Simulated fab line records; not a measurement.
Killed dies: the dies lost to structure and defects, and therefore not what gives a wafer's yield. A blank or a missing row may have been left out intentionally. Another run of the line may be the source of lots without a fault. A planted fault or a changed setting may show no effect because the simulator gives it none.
fab line records + flow sky130
record:
- lots: 6
- wafers: 18
- lastDay: 50
route steps=708 shown LDD_HVN@274 LDD_HVP@278 PAD_OPEN@708
lots that met no fault: taken from a fault-free run of the same line
startH: hours from the record's opening day to when the first of the lot's shown wafers began + waitH: hours since the lot's step before + " unchanged from the row above + L1.1+2: a single row standing in for several wafers + - no value, or no start was given + * or withheld: withheld + < > ~ a bound
route shown NAME@n: names a module that has steps shown in the file, with the first one's number in the route + usual: mean and standard deviation over wafers with no fault + same: alike in all rows + chamber/n: place in a boat + sites: each site's reading + _std_site: standard deviation of those values + _edge_site: the outer-site mean with the inner-site mean subtracted + radiusMm: how far each site lies from the wafer's centre + mask NAME#n: copy n + behind: the tool/chamber that last shaped the wafer + hold: why the lot was held/for how many hours/how that ended + device: transistor that didn't switch, given as n, p or np + end of line: tests run on the same wafers once the route is complete + a step given without rows: its recipe and nothing more + killed: dies lost to structure and defects at the first sort, not the wafer's yield + map: a wafer's dies, marking killed ones x, the rest . and places with no die _
set.NAME: the setting as run; set.NAME@STEP: as run at that earlier step + model.NAME: the simulator's own value behind a step, which no gauge read
lots at selected steps of the route; one table per step, one row per wafer
services: from which hour (startH, from the record's first day; less than 0 if before it) a tool's chamber was out of use, for how many hours, and why
== steps ==
step: SKY_LDD_HVN_OVL_MEAS_07
usual:
- LDD_HVN_OVL: -0.7/1.5
| lot.wafer | tool       | chamber | startH | waitH | LDD_HVN_OVL[nm] |
|-----------|------------|---------|--------|-------|-----------------|
| L701.2    | overlay-02 | -       | 509.60 | 0.1   | -1.6            |
| L701.5    | "          | -       | "      | "     | -1.1            |
| L701.6    | "          | -       | "      | "     | -1.1            |
| L702.1    | overlay-02 | -       | 526.71 | 0.1   | -2.5            |
| L702.3    | "          | -       | "      | "     | -1.3            |
| L702.4    | "          | -       | "      | "     | -1.9            |
| L705.2    | overlay-01 | -       | 540.22 | 0.1   | -1.8            |
| L705.3    | "          | -       | "      | "     | -2.4            |
| L705.5    | "          | -       | "      | "     | -1.0            |
| L707.1    | overlay-01 | -       | 563.36 | 0.1   | -0.2            |
| L707.3    | "          | -       | "      | "     | 0.1             |
| L707.6    | "          | -       | "      | "     | -1.6            |
| L714.2    | overlay-01 | -       | 607.37 | 0.1   | 1.2             |
| L714.3    | "          | -       | "      | "     | 2.0             |
| L714.6    | "          | -       | "      | "     | 0.9             |
| L720.1    | overlay-02 | -       | 646.41 | 0.1   | 1.5             |
| L720.2    | "          | -       | "      | "     | 0.4             |
| L720.3    | "          | -       | "      | "     | 1.7             |
step: SKY_LDD_HVN_IMPLANT_08
recipe:
- species: P
- energyKev: 60
- doseCm2: 3e+13
- tiltDeg: 40
step: SKY_LDD_HVN_STRIP_09
recipe:
- chemistry: O2/N2
- powerW: 1400
- pressureMtorr: 1500
- platenTempC: withheld
- o2FlowSccm: 3000
- n2FlowSccm: 300
- overashFraction: 0.5
usual:
- drypumpMotorCurrentA: 5.5/0.46
- oesProductAu: 0.408/0.0044
- stripTimeToEndpointS: 4.134/0.012
same:
- overashFraction: 0.5
| lot.wafer | tool           | chamber | startH | waitH | drypumpMotorCurrentA | oesProductAu | rfHoursCounterH | stripTimeToEndpointS |
|-----------|----------------|---------|--------|-------|----------------------|--------------|-----------------|----------------------|
| L701.2    | plasmaAsher-03 | 1       | 509.78 | 0.1   | 5.6                  | 0.413        | 82              | 4.150                |
| L701.5    | "              | 1       | "      | "     | 5.6                  | 0.415        | -               | 4.147                |
| L701.6    | "              | 0       | "      | "     | 6.2                  | 0.405        | -               | 4.157                |
| L702.1    | plasmaAsher-01 | 0       | 526.90 | 0.1   | 5.8                  | 0.404        | 9               | 4.113                |
| L702.3    | "              | 1       | "      | "     | 4.9                  | 0.405        | -               | 4.126                |
| L702.4    | "              | 0       | "      | "     | 5.8                  | 0.402        | -               | 4.113                |
| L705.2    | plasmaAsher-01 | 1       | 540.40 | 0.1   | 4.9                  | 0.405        | 11              | 4.129                |
| L705.3    | "              | 0       | "      | "     | 5.8                  | 0.414        | -               | 4.138                |
| L705.5    | "              | 1       | "      | "     | 4.9                  | 0.405        | -               | 4.138                |
| L707.1    | plasmaAsher-01 | 1       | 563.55 | 0.1   | 4.9                  | 0.402        | 14              | 4.137                |
| L707.3    | "              | 0       | "      | "     | 5.8                  | 0.410        | -               | 4.132                |
| L707.6    | "              | 1       | "      | "     | 4.9                  | 0.407        | -               | 4.135                |
| L714.2    | plasmaAsher-04 | 1       | 607.55 | 0.1   | 5.9                  | 0.402        | 78              | 4.120                |
| L714.3    | "              | 0       | "      | "     | 5.0                  | 0.403        | -               | 4.122                |
| L714.6    | "              | 0       | "      | "     | 5.0                  | 0.404        | -               | 4.127                |
| L720.1    | plasmaAsher-04 | 0       | 646.60 | 0.1   | 5.0                  | 0.409        | 82              | 4.117                |
| L720.2    | "              | 1       | "      | "     | 5.9                  | 0.407        | 82              | 4.133                |
| L720.3    | "              | 1       | "      | "     | 5.9                  | 0.404        | -               | 4.127                |
step: SKY_LDD_HVN_TW_MEAS_10
usual:
- LDD_HVN_TW: 1425/8.5
| lot.wafer | tool         | chamber | startH | waitH | LDD_HVN_TW |
|-----------|--------------|---------|--------|-------|------------|
| L701.2    | filmMetro-02 | -       | 509.89 | 0.1   | 1424       |
| L701.5    | "            | -       | "      | "     | 1416       |
| L701.6    | "            | -       | "      | "     | 1411       |
| L702.1    | filmMetro-03 | -       | 527.00 | 0.1   | 1423       |
| L702.3    | "            | -       | "      | "     | 1422       |
| L702.4    | "            | -       | "      | "     | 1422       |
| L705.2    | filmMetro-02 | -       | 540.51 | 0.1   | 1430       |
| L705.3    | "            | -       | "      | "     | 1431       |
| L705.5    | "            | -       | "      | "     | 1422       |
| L707.1    | filmMetro-02 | -       | 563.65 | 0.1   | 1420       |
| L707.3    | "            | -       | "      | "     | 1416       |
| L707.6    | "            | -       | "      | "     | 1411       |
| L714.2    | filmMetro-01 | -       | 607.66 | 0.1   | 1441       |
| L714.3    | "            | -       | "      | "     | 1440       |
| L714.6    | "            | -       | "      | "     | 1445       |
| L720.1    | filmMetro-01 | -       | 646.70 | 0.1   | 1425       |
| L720.2    | "            | -       | "      | "     | 1419       |
| L720.3    | "            | -       | "      | "     | 1427       |
step: SKY_LDD_HVP_DEHYDRATE_00
recipe:
- tempC: 200
- timeS: 60
step: SKY_LDD_HVP_HMDS_01
recipe:
- primeTimeS: 60
- primeTempC: 120
step: SKY_LDD_HVP_COAT_02
recipe:
- resist: NOVOLAK
- spinRpm: 3000
- resistThkNm: 300
step: SKY_LDD_HVP_SOFTBAKE_03
recipe:
- tempC: 90
- timeS: 60
- resist: NOVOLAK
step: SKY_LDD_HVP_EXPOSE_04
recipe:
- maskId: HVPTM
- na: 0.6
- sourceShape: conventional
- sigmaOuter: 0.6
- polarization: unpolarized
- targetCdNm: 700
- doseMj: 86
step: SKY_LDD_HVP_PEB_05
recipe:
- tempC: withheld
- timeS: *
- resist: NOVOLAK
step: SKY_LDD_HVP_DEVELOP_06
recipe:
- resist: NOVOLAK
- developer: TMAH
- developTimeS: 60
- devTempC: 23
step: SKY_LDD_HVP_OVL_MEAS_07
usual:
- LDD_HVP_OVL: 0.0/1.2
| lot.wafer | tool       | chamber | startH | waitH | LDD_HVP_OVL[nm] |
|-----------|------------|---------|--------|-------|-----------------|
| L701.2    | overlay-01 | -       | 539.61 | 0.1   | 1.5             |
| L701.5    | "          | -       | "      | "     | 0.8             |
| L701.6    | "          | -       | "      | "     | -1.1            |
| L702.1    | overlay-02 | -       | 556.89 | 0.1   | 1.0             |
| L702.3    | "          | -       | "      | "     | 0.6             |
| L702.4    | "          | -       | "      | "     | 0.3             |
| L705.2    | overlay-01 | -       | 570.32 | 0.1   | 1.9             |
| L705.3    | "          | -       | "      | "     | 2.0             |
| L705.5    | "          | -       | "      | "     | 0.7             |
| L707.1    | overlay-02 | -       | 593.44 | 0.1   | 0.0             |
| L707.3    | "          | -       | "      | "     | 0.6             |
| L707.6    | "          | -       | "      | "     | 0.1             |
| L714.2    | overlay-02 | -       | 636.20 | 0.1   | -1.2            |
| L714.3    | "          | -       | "      | "     | 0.6             |
| L714.6    | "          | -       | "      | "     | -1.6            |
| L720.1    | overlay-01 | -       | 674.79 | 0.1   | 2.3             |
| L720.2    | "          | -       | "      | "     | 2.1             |
| L720.3    | "          | -       | "      | "     | 1.3             |
step: SKY_LDD_HVP_IMPLANT_08
recipe:
- species: B
- energyKev: 20
- doseCm2: 1.7e+13
- tiltDeg: 17.9
usual:
- beamOnS: 10.02/0.2
- endStationPressureTorr: 5.09e-06/2.9e-07
- faradayCurrentUA: 95.7/1.9
| lot.wafer | tool         | chamber | startH | waitH | beamOnS | endStationPressureTorr | faradayCurrentUA |
|-----------|--------------|---------|--------|-------|---------|------------------------|------------------|
| L701.2    | implanter-04 | 0       | 539.67 | 0.0   | 10.22   | 4.93e-06               | 94.1             |
| L701.5    | "            | 0       | "      | "     | 9.78    | 4.99e-06               | 98.4             |
| L701.6    | "            | 0       | "      | "     | 10.18   | 5.17e-06               | 94.2             |
| L702.1    | implanter-02 | 0       | 556.93 | 0.0   | 9.83    | 4.81e-06               | 97.6             |
| L702.3    | "            | 0       | "      | "     | 9.82    | 4.7e-06                | 97.4             |
| L702.4    | "            | 0       | "      | "     | 9.88    | 5.56e-06               | 97.5             |
| L705.2    | implanter-02 | 0       | 570.37 | 0.0   | 10.72   | 5.437e-05              | 86.1             |
| L705.3    | "            | 0       | "      | "     | 10.82   | 5.936e-05              | 85.7             |
| L705.5    | "            | 0       | "      | "     | 10.96   | 5.896e-05              | 83.8             |
| L707.1    | implanter-02 | 0       | 593.48 | 0.0   | 10.60   | 5.84e-05               | 87.2             |
| L707.3    | "            | 0       | "      | "     | 10.60   | 6.078e-05              | 86.8             |
| L707.6    | "            | 0       | "      | "     | 11.06   | 6.059e-05              | 83.6             |
| L714.2    | implanter-03 | 0       | 636.25 | 0.0   | 10.10   | 4.69e-06               | 94.7             |
| L714.3    | "            | 0       | "      | "     | 9.97    | 5.1e-06                | 96.0             |
| L714.6    | "            | 0       | "      | "     | 9.82    | 5.26e-06               | 97.2             |
| L720.1    | implanter-04 | 0       | 674.83 | 0.0   | 9.94    | 5.68e-06               | 96.2             |
| L720.2    | "            | 0       | "      | "     | 9.78    | 4.8e-06                | 98.0             |
| L720.3    | "            | 0       | "      | "     | 10.17   | 4.8e-06                | 94.0             |
step: SKY_LDD_HVP_STRIP_09
recipe:
- chemistry: O2/N2
- powerW: 1400
- pressureMtorr: 1500
- platenTempC: withheld
- o2FlowSccm: 3000
- n2FlowSccm: 300
- overashFraction: 0.5
usual:
- drypumpMotorCurrentA: 5.6/0.59
- oesProductAu: 0.408/0.005
- stripTimeToEndpointS: 4.134/0.013
same:
- overashFraction: 0.5
| lot.wafer | tool           | chamber | startH | waitH | drypumpMotorCurrentA | oesProductAu | rfHoursCounterH | stripTimeToEndpointS |
|-----------|----------------|---------|--------|-------|----------------------|--------------|-----------------|----------------------|
| L701.2    | plasmaAsher-02 | 0       | 539.79 | 0.1   | 6.7                  | 0.401        | 43              | 4.117                |
| L701.5    | "              | 1       | "      | "     | 5.7                  | 0.409        | -               | 4.135                |
| L701.6    | "              | 0       | "      | "     | 6.7                  | 0.407        | -               | 4.117                |
| L702.1    | plasmaAsher-01 | 1       | 557.08 | 0.1   | 4.9                  | 0.411        | 13              | 4.119                |
| L702.3    | "              | 0       | "      | "     | 5.8                  | 0.401        | -               | 4.142                |
| L702.4    | "              | 1       | "      | "     | 4.9                  | 0.405        | -               | 4.145                |
| L705.2    | plasmaAsher-01 | 0       | 570.50 | 0.1   | 5.8                  | 0.405        | 15              | 4.134                |
| L705.3    | "              | 0       | "      | "     | 5.8                  | 0.413        | -               | 4.143                |
| L705.5    | "              | 0       | "      | "     | 5.8                  | 0.412        | -               | 4.139                |
| L707.1    | plasmaAsher-02 | 0       | 593.63 | 0.1   | 6.6                  | 0.406        | 49              | 4.129                |
| L707.3    | "              | 1       | "      | "     | 5.7                  | 0.410        | -               | 4.133                |
| L707.6    | "              | 0       | "      | "     | 6.6                  | 0.404        | -               | 4.127                |
| L714.2    | plasmaAsher-01 | 0       | 636.38 | 0.1   | 5.8                  | 0.405        | 23              | 4.133                |
| L714.3    | "              | 1       | "      | "     | 4.9                  | 0.408        | -               | 4.117                |
| L714.6    | "              | 1       | "      | "     | 4.9                  | 0.411        | -               | 4.131                |
| L720.1    | plasmaAsher-04 | 1       | 674.98 | 0.1   | 5.9                  | 0.408        | 85              | 4.116                |
| L720.2    | "              | 0       | "      | "     | 5.0                  | 0.407        | 85              | 4.116                |
| L720.3    | "              | 0       | "      | "     | 5.0                  | 0.405        | -               | 4.102                |
step: SKY_PAD_OPEN_PROBE_99
usual:
- killed_at_M0_to_M3: 44/6.5
- killed_at_M4_up: 3.3/1.9
- killedAtContacts: 24/5.3
- killedAtFrontEnd: 15/4.5
- killedAtOther: 0.3/0.58
- killedDies: 87/9.3
- killedOpen: 48/6.6
- killedShort: 39/6.1
same:
- grossDies: 492
- killedAtBackSide: 0
| lot.wafer | tool      | chamber | startH  | waitH | killed_at_M0_to_M3 | killed_at_M4_up | killedAtContacts | killedAtFrontEnd | killedAtOther | killedDies | killedOpen | killedShort | model.etest.tip_p_5v.rsOhmSq |
|-----------|-----------|---------|---------|-------|--------------------|-----------------|------------------|------------------|---------------|------------|------------|-------------|------------------------------|
| L701.2    | prober-02 | -       | 1106.10 | 0.1   | 44                 | 0               | 29               | 7                | 1             | 81         | 47         | 34          | 2888                         |
| L701.5    | prober-02 | -       | 1106.25 | 0.2   | 47                 | 3               | 22               | 15               | 0             | 87         | 50         | 37          | 2907                         |
| L701.6    | prober-02 | -       | 1106.30 | 0.2   | 45                 | 1               | 18               | 13               | 0             | 77         | 43         | 34          | 2902                         |
| L702.1    | prober-02 | -       | 1118.09 | 0.1   | 35                 | 4               | 21               | 13               | 0             | 73         | 41         | 32          | 2850                         |
| L702.3    | prober-02 | -       | 1118.19 | 0.2   | 49                 | 2               | 16               | 18               | 0             | 85         | 51         | 34          | 2856                         |
| L702.4    | prober-02 | -       | 1118.24 | 0.2   | 45                 | 3               | 28               | 16               | 0             | 92         | 50         | 42          | 2843                         |
| L705.2    | prober-01 | -       | 1125.68 | 0.1   | 45                 | 3               | 25               | 17               | 1             | 91         | 51         | 40          | 2712                         |
| L705.3    | prober-01 | -       | 1125.73 | 0.2   | 31                 | 1               | 31               | 16               | 1             | 80         | 49         | 31          | 2707                         |
| L705.5    | prober-01 | -       | 1125.83 | 0.2   | 45                 | 5               | 19               | 23               | 0             | 92         | 50         | 42          | 2694                         |
| L707.1    | prober-01 | -       | 1140.68 | 0.1   | 49                 | 4               | 26               | 14               | 0             | 93         | 47         | 46          | 2672                         |
| L707.3    | prober-01 | -       | 1140.78 | 0.2   | 42                 | 3               | 25               | 11               | 0             | 81         | 39         | 42          | 2652                         |
| L707.6    | prober-01 | -       | 1140.93 | 0.2   | 46                 | 2               | 30               | 12               | 0             | 90         | 56         | 34          | 2682                         |
| L714.2    | prober-01 | -       | 1168.28 | 0.1   | 45                 | 4               | 24               | 16               | 1             | 90         | 57         | 33          | 2855                         |
| L714.3    | prober-01 | -       | 1168.33 | 0.2   | 31                 | 3               | 23               | 16               | 1             | 74         | 36         | 38          | 2894                         |
| L714.6    | prober-01 | -       | 1168.48 | 0.2   | 51                 | 2               | 28               | 17               | 0             | 98         | 50         | 48          | 2889                         |
| L720.1    | prober-02 | -       | 1190.29 | 0.1   | 54                 | 3               | 23               | 14               | 0             | 94         | 49         | 45          | 2880                         |
| L720.2    | prober-02 | -       | 1190.34 | 0.1   | 46                 | 3               | 24               | 19               | 0             | 92         | 48         | 44          | 2858                         |
| L720.3    | prober-02 | -       | 1190.39 | 0.2   | 56                 | 7               | 23               | 16               | 0             | 102        | 55         | 47          | 2864                         |
killed by level:class
L701.2 CONTACT:geometricParticle:open=13 VIA1:geometricParticle:open=11 VIA2:geometricParticle:open=7 LI_CONTACT:geometricParticle:open=6 VIA3:geometricParticle:short=6 LOCAL_INTERCONNECT:geometricParticle:short=4 METAL1:geometricParticle:short=4 METAL2:geometricParticle:short=4
L701.5 VIA1:geometricParticle:open=14 VIA3:geometricParticle:open=9 CONTACT:geometricParticle:open=7 METAL2:geometricParticle:short=6 FIELD_ISO:geometricParticle:short=5 LI_CONTACT:geometricParticle:open=5 LOCAL_INTERCONNECT:geometricParticle:short=5 FIELD_ISO:geometricParticle:open=4
L701.6 VIA3:geometricParticle:open=10 VIA1:geometricParticle:open=8 METAL1:geometricParticle:short=6 VIA1:geometricParticle:short=6 CONTACT:geometricParticle:open=5 LI_CONTACT:geometricParticle:open=5 FIELD_ISO:geometricParticle:open=4 METAL2:geometricParticle:short=4
L702.1 VIA1:geometricParticle:open=13 VIA2:geometricParticle:open=6 FIELD_ISO:geometricParticle:open=5 LI_CONTACT:geometricParticle:open=5 LOCAL_INTERCONNECT:geometricParticle:short=5 CONTACT:geometricParticle:short=5 METAL1:geometricParticle:short=5 CONTACT:geometricParticle:open=4
L702.3 VIA1:geometricParticle:open=15 FIELD_ISO:geometricParticle:short=9 VIA2:geometricParticle:open=9 CONTACT:geometricParticle:open=7 FIELD_ISO:geometricParticle:open=5 VIA3:geometricParticle:open=5 LI_CONTACT:geometricParticle:open=4 LOCAL_INTERCONNECT:geometricParticle:short=4
L702.4 CONTACT:geometricParticle:open=9 VIA1:geometricParticle:open=9 FIELD_ISO:geometricParticle:short=8 LI_CONTACT:geometricParticle:open=8 METAL2:geometricParticle:short=7 LOCAL_INTERCONNECT:geometricParticle:short=7 VIA3:geometricParticle:open=7 METAL1:geometricParticle:short=4
L705.2 VIA1:geometricParticle:open=10 VIA3:geometricParticle:open=9 POLY_GATE:geometricParticle:open=8 LI_CONTACT:geometricParticle:open=8 CONTACT:geometricParticle:short=6 CONTACT:geometricParticle:open=5 METAL1:geometricParticle:short=5 METAL2:geometricParticle:short=5
L705.3 CONTACT:geometricParticle:open=10 LOCAL_INTERCONNECT:geometricParticle:short=7 LI_CONTACT:geometricParticle:open=6 VIA3:geometricParticle:open=6 POLY_GATE:geometricParticle:open=5 POLY_GATE:geometricParticle:short=5 VIA1:geometricParticle:open=5 FIELD_ISO:geometricParticle:open=4
L705.5 VIA1:geometricParticle:open=13 VIA3:geometricParticle:open=8 FIELD_ISO:geometricParticle:short=6 LI_CONTACT:geometricParticle:open=6 VIA1:geometricParticle:short=6 POLY_GATE:geometricParticle:open=5 CONTACT:geometricParticle:open=5 METAL2:geometricParticle:short=5
L707.1 LI_CONTACT:geometricParticle:open=10 FIELD_ISO:geometricParticle:open=9 VIA1:geometricParticle:open=9 METAL1:geometricParticle:short=6 VIA2:geometricParticle:short=6 CONTACT:geometricParticle:short=5 VIA1:geometricParticle:short=5 METAL2:geometricParticle:short=5
L707.3 VIA1:geometricParticle:short=9 VIA1:geometricParticle:open=7 VIA2:geometricParticle:open=7 CONTACT:geometricParticle:open=6 LI_CONTACT:geometricParticle:open=5 LI_CONTACT:geometricParticle:short=5 CONTACT:geometricParticle:short=5 FIELD_ISO:geometricParticle:short=3
L707.6 CONTACT:geometricParticle:open=13 VIA1:geometricParticle:open=11 LI_CONTACT:geometricParticle:open=9 VIA1:geometricParticle:short=7 METAL1:geometricParticle:short=6 VIA2:geometricParticle:open=5 METAL2:geometricParticle:short=4 METAL1:geometricParticle:open=4
L714.2 VIA1:geometricParticle:open=15 CONTACT:geometricParticle:open=10 VIA3:geometricParticle:open=8 LI_CONTACT:geometricParticle:open=8 POLY_GATE:geometricParticle:short=6 METAL2:geometricParticle:short=6 FIELD_ISO:geometricParticle:open=3 FIELD_ISO:geometricParticle:short=3
L714.3 LI_CONTACT:geometricParticle:open=6 CONTACT:geometricParticle:open=6 VIA3:geometricParticle:open=6 METAL2:geometricParticle:short=6 VIA1:geometricParticle:open=5 CONTACT:geometricParticle:short=5 METAL1:geometricParticle:short=5 LOCAL_INTERCONNECT:geometricParticle:short=4
L714.6 METAL1:geometricParticle:short=12 CONTACT:geometricParticle:open=12 LI_CONTACT:geometricParticle:open=8 VIA1:geometricParticle:open=7 FIELD_ISO:geometricParticle:short=6 VIA2:geometricParticle:open=6 VIA3:geometricParticle:open=6 VIA2:geometricParticle:short=5
L720.1 VIA3:geometricParticle:open=11 CONTACT:geometricParticle:open=11 VIA1:geometricParticle:open=8 VIA2:geometricParticle:open=6 VIA1:geometricParticle:short=6 LOCAL_INTERCONNECT:geometricParticle:short=5 METAL3:geometricParticle:short=5 METAL2:geometricParticle:short=5
L720.2 VIA1:geometricParticle:open=11 VIA1:geometricParticle:short=8 METAL2:geometricParticle:short=8 CONTACT:geometricParticle:open=8 LI_CONTACT:geometricParticle:open=6 VIA2:geometricParticle:open=6 CONTACT:geometricParticle:short=5 VIA3:geometricParticle:open=5
L720.3 CONTACT:geometricParticle:open=12 VIA1:geometricParticle:open=12 VIA2:geometricParticle:open=11 METAL1:geometricParticle:short=6 VIA1:geometricParticle:short=6 METAL4:geometricParticle:short=6 FIELD_ISO:geometricParticle:open=5 METAL3:geometricParticle:short=5
== services ==
| tool           | chamber | startH | hours | kind   |
|----------------|---------|--------|-------|--------|
| plasmaAsher-04 | -       | 543.18 | 0.8   | repair |
| plasmaAsher-03 | -       | 547.99 | 54.4  | pm     |
| implanter-04   | -       | 555.36 | 6.8   | pm     |
| implanter-03   | -       | 582.61 | 4.1   | pm     |
| plasmaAsher-04 | -       | 599.26 | 4.6   | repair |
| plasmaAsher-02 | -       | 605.16 | 0.5   | repair |
| plasmaAsher-04 | -       | 613.08 | 0.8   | repair |
| implanter-02   | -       | 618.46 | 2.6   | repair |
| plasmaAsher-02 | -       | 621.26 | 28.1  | pm     |
| implanter-04   | -       | 632.07 | 3.4   | repair |
| implanter-04   | -       | 635.49 | 20.1  | pm     |
| implanter-03   | -       | 654.70 | 1.1   | repair |
== key ==
firstSign:
- step: SKY_LDD_HVP_IMPLANT_08
- reading: endStationPressureTorr
- direction: up
- sigmas: 99+
- usual: 5.09e-06
- struck: 5.874e-05
effect:
- step: SKY_LDD_HVP_IMPLANT_08
- reading: faradayCurrentUA
- direction: down
- sigmas: 5.4
- usual: 95.7
- struck: 85.5
modelEffect:
- step: SKY_PAD_OPEN_PROBE_99
- value: etest.tip_p_5v.rsOhmSq
- without: 2836
- struck: 2687
metAt SKY_LDD_HVP_IMPLANT_08
struckWafers L705.2,L705.3,L705.5,L707.1,L707.3,L707.6
testerLeftOut L705,L707
onsetBetween 556.93 570.37
fault:
- kind: processParameterDrift
- tool: implanter-02
- chamber: -
- onsetH: 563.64
- steps: SKY_LDD_HVP_IMPLANT_08
- channel: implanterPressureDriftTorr
- offset: 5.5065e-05
- shape: step
- endH: 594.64
fault:
- kind: processParameterDrift
- tool: implanter-02
- chamber: -
- onsetH: 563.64
- steps: SKY_LDD_HVP_IMPLANT_08
- channel: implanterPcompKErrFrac
- offset: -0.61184
- shape: step
- endH: 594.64
testerLeftOut: of these lots the tester's yield and bins aren't shown, on N5 and GAA mostly nor the transistor test; their killed dies are dies lost to structure and defects alone, not to doping, threshold or leakage, so they don't give the yield
